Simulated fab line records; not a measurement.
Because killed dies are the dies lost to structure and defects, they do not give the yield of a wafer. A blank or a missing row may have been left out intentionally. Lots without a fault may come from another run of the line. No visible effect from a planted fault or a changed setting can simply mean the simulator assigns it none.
The tool behind it: which one? -- flow gf180mcu -- 12 lots with 36 wafers sampled at 7 steps, on a route of 602 steps

== WHAT THE GAUGES READ, wafer by wafer ==
GF_CONTACT_RS_MEAS_25: uses a four-point probe to measure. Usual: CONTACT_W_RS typically reads 0.386 ohm/sq, with standard deviation 0.0043.
lot,measured,on,CONTACT_W_RS (ohm/sq),flag
L771,day 15 19:47,filmMetro-01,0.388 0.393 0.384,
L773,day 16 18:18,filmMetro-03,0.390 0.391 0.395,
L774,day 17 01:40,filmMetro-01,0.383 0.381 0.384,
L775,day 17 11:23,filmMetro-03,0.396 0.396 0.395,
L779,day 19 02:58,filmMetro-04,0.379 0.383 0.379,
L781,day 19 15:37,filmMetro-03,0.389 0.389 0.387,
L783,day 20 12:09,filmMetro-04,0.275 0.277 0.277,OFF
L785,day 21 06:20,filmMetro-01,0.276 0.280 0.277,OFF
L786,day 21 16:41,filmMetro-03,0.386 0.385 0.387,
L789,day 22 23:15,filmMetro-03,0.390 0.387 0.387,
L791,day 23 04:37,filmMetro-04,0.384 0.385 0.384,
L794,day 24 10:44,filmMetro-01,0.385 0.381 0.385,

GF_CONTACT_THK_MEAS_26: measures by xrf. Usual: CONTACT_W_THK typically reads 303 nm, with standard deviation 3.7.
lot,measured,on,CONTACT_W_THK (nm),flag
L771,day 15 19:55,filmMetro-01,305 300 307,
L773,day 16 18:25,filmMetro-03,301 300 297,
L774,day 17 01:46,filmMetro-01,307 307 305,
L775,day 17 11:31,filmMetro-03,296 295 297,
L779,day 19 03:04,filmMetro-04,306 304 304,
L781,day 19 15:44,filmMetro-03,301 300 303,
L783,day 20 12:15,filmMetro-04,427 422 422,OFF
L785,day 21 06:27,filmMetro-01,430 420 428,OFF
L786,day 21 16:47,filmMetro-03,301 302 300,
L789,day 22 23:22,filmMetro-03,298 302 300,
L791,day 23 04:43,filmMetro-04,301 300 301,
L794,day 24 10:51,filmMetro-01,303 306 304,

GF_M1_RS_MEAS_05: uses a four-point probe to measure. Usual: M1_ALCU_RS typically reads 0.0695 ohm/sq, with standard deviation 0.00086.
lot,measured,on,M1_ALCU_RS (ohm/sq),flag
L771,day 15 20:29,filmMetro-04,0.0686 0.0692 0.0692,
L773,day 16 19:00,filmMetro-02,0.0692 0.0701 0.0698,
L774,day 17 02:22,filmMetro-02,0.0680 0.0667 0.0680,
L775,day 17 12:05,filmMetro-04,0.0695 0.0692 0.0697,
L779,day 19 03:40,filmMetro-01,0.0695 0.0695 0.0687,
L781,day 19 16:19,filmMetro-02,0.0701 0.0707 0.0699,
L783,day 20 12:52,filmMetro-04,0.0695 0.0698 0.0698,
L785,day 21 07:17,filmMetro-01,0.0701 0.0704 0.0696,
L786,day 21 17:23,filmMetro-01,0.0697 0.0697 0.0704,
L789,day 22 23:57,filmMetro-02,0.0709 0.0714 0.0718,
L791,day 23 05:20,filmMetro-02,0.0696 0.0706 0.0696,
L794,day 24 11:26,filmMetro-02,0.0695 0.0698 0.0695,

== EACH LOT AND THE TOOL THAT RAN IT (in order: tool; ch and the chambers of the sampled wafers; start) ==
lot,GF_CONTACT_CVD_02,GF_CONTACT_STRIP_18,GF_CONTACT_CVD_24,GF_CONTACT_CMP_27
L771,"pecvd-03 ch 0,1,2, day 14 21:20","plasmaAsher-01 ch 0,1, day 15 19:17","cvdW-02 ch 0,1, day 15 19:41","cmp-01 ch 0,1,2, day 15 19:58"
L773,"pecvd-03 ch 0,1,2, day 15 19:14","plasmaAsher-02 ch 0,1, day 16 17:47","cvdW-02 ch 0,1, day 16 18:12","cmp-02 ch 1,2,3, day 16 18:29"
L774,"pecvd-01 ch 0,1,2, day 16 01:32","plasmaAsher-02 ch 0,1, day 17 01:08","cvdW-02 ch 0,1, day 17 01:32","cmp-02 ch 0,1, day 17 01:52"
L775,"pecvd-01 ch 0,2, day 16 11:30","plasmaAsher-02 ch 1, day 17 10:53","cvdW-01 ch 1, day 17 11:17","cmp-01 ch 2,3, day 17 11:37"
L779,"pecvd-03 ch 1,2, day 18 02:25","plasmaAsher-02 ch 0,1, day 19 02:26","cvdW-02 ch 0,1, day 19 02:50","cmp-02 ch 2,3, day 19 03:10"
L781,"pecvd-03 ch 1,2, day 18 14:41","plasmaAsher-01 ch 0,1, day 19 15:07","cvdW-01 ch 0,1, day 19 15:31","cmp-01 ch 0,3, day 19 15:51"
L783,"pecvd-02 ch 0,1,2, day 19 10:56","plasmaAsher-02 ch 0,1, day 20 11:38","cvdW-01 ch 0,1, day 20 12:02","cmp-01 ch 0,1,3, day 20 12:22"
L785,"pecvd-01 ch 0,1,2, day 20 05:05","plasmaAsher-03 ch 0,1, day 21 05:50","cvdW-01 ch 0,1, day 21 06:14","cmp-01 ch 0,2,3, day 21 06:46"
L786,"pecvd-01 ch 0,2, day 20 15:09","plasmaAsher-03 ch 1, day 21 16:10","cvdW-02 ch 1, day 21 16:34","cmp-01 ch 0,1,3, day 21 16:50"
L789,"pecvd-01 ch 0,1, day 21 21:47","plasmaAsher-02 ch 0,1, day 22 22:44","cvdW-02 ch 0,1, day 22 23:08","cmp-01 ch 0,1,2, day 22 23:25"
L791,"pecvd-01 ch 0,2, day 22 03:58","plasmaAsher-02 ch 0,1, day 23 04:05","cvdW-02 ch 0,1, day 23 04:29","cmp-01 ch 0,1,3, day 23 04:47"
L794,"pecvd-01 ch 0,1,2, day 23 10:14","plasmaAsher-02 ch 0,1, day 24 10:14","cvdW-01 ch 0,1, day 24 10:38","cmp-02 ch 0,2,3, day 24 11:01"
- GF_CONTACT_CVD_02: deposits SiO2 from TEOS, target thk 860 nm, time 95.992 s.
- GF_CONTACT_STRIP_18: strips in O2/N2.
- GF_CONTACT_CVD_24: deposits W, target thk 300 nm, time 90.339 s.
- GF_CONTACT_CMP_27: polishes, stops on SiO2, t overpolish 15 s, target thk 0 nm.

== AS READ BY THE TOOLS THEMSELVES (means over the sampled wafers that have a number; for cases with no such wafer, the mark the record gives instead) ==
GF_CONTACT_CVD_02. Usual: 673 W for heaterPowerW, sd 85.
lot,tool,heaterPowerW (W),flag
L771,pecvd-03,659,
L773,pecvd-03,625,
L774,pecvd-01,694,
L775,pecvd-01,654,
L779,pecvd-03,638,
L781,pecvd-03,562,
L783,pecvd-02,599,
L785,pecvd-01,731,
L786,pecvd-01,655,
L789,pecvd-01,675,
L791,pecvd-01,660,
L794,pecvd-01,693,

GF_CONTACT_STRIP_18. Usual: drypumpMotorCurrentA 5.97 A, standard deviation 0.22; heaterPowerW 337 W, standard deviation 33; oesProductAu 0.580 a.u., standard deviation 0.0055.
lot,tool,drypumpMotorCurrentA (A),heaterPowerW (W),oesProductAu (a.u.),flag
L771,plasmaAsher-01,6.20,381,0.576,
L773,plasmaAsher-02,6.01,354,0.580,
L774,plasmaAsher-02,6.10,339,0.587,
L775,plasmaAsher-02,6.01,366,0.581,
L779,plasmaAsher-02,6.06,344,0.575,
L781,plasmaAsher-01,6.17,378,0.579,
L783,plasmaAsher-02,6.04,358,0.581,
L785,plasmaAsher-03,5.80,311,0.574,
L786,plasmaAsher-03,5.70,314,0.577,
L789,plasmaAsher-02,6.03,362,0.585,
L791,plasmaAsher-02,6.11,337,0.578,
L794,plasmaAsher-02,6.02,360,0.584,

GF_CONTACT_CVD_24. Usual: 923 W for heaterPowerW, sd 55.
lot,tool,heaterPowerW (W),flag
L771,cvdW-02,989,
L773,cvdW-02,945,
L774,cvdW-02,997,
L775,cvdW-01,944,
L779,cvdW-02,910,
L781,cvdW-01,879,
L783,cvdW-01,913,
L785,cvdW-01,885,
L786,cvdW-02,877,
L789,cvdW-02,967,
L791,cvdW-02,906,
L794,cvdW-01,895,

GF_CONTACT_CMP_27. Usual: motorCurrentA 11.0 A, standard deviation 0.91; timeToEndpointS 73 s, standard deviation 3.3.
lot,tool,motorCurrentA (A),timeToEndpointS (s),flag
L771,cmp-01,11.1,70,
L773,cmp-02,10.6,75,
L774,cmp-02,10.3,78,
L775,cmp-01,10.9,70,
L779,cmp-02,11.0,75,
L781,cmp-01,10.7,74,
L783,cmp-01,11.3,100,OFF
L785,cmp-01,10.7,101,OFF
L786,cmp-01,11.4,71,
L789,cmp-01,11.4,72,
L791,cmp-01,11.5,74,
L794,cmp-02,11.0,80,

== THE ANSWER, worked out from the rows above alone ==
Rule: a lot is off if the mean of its wafers that have a number lies more than 3 standard deviations from the usual mean. Also off: a lot with no number at a reading for which 4 or more lots have one. Any other lot the step has rows for is counted as sound. After the gauges, taken in route order, come the tools' own readings; for these a lot's mean is taken, as printed above. The first step at which some lot is off is used, and at that step the reading that is off furthest; a lot without a number counts as furthest.
Off: L783, L785, seen at GF_CONTACT_RS_MEAS_25 (CONTACT_W_RS).
A tool fits if, at a process step before that reading, it ran every lot that is off, and no sound lot after the first of them. The gauges at GF_CONTACT_RS_MEAS_25 aren't tried: what is off there is off at GF_CONTACT_CMP_27 too, on other tools, and a gauge's error can't cause that. Of those tried, none fits.

== WHAT THE SIMULATOR HAD INSERTED ==
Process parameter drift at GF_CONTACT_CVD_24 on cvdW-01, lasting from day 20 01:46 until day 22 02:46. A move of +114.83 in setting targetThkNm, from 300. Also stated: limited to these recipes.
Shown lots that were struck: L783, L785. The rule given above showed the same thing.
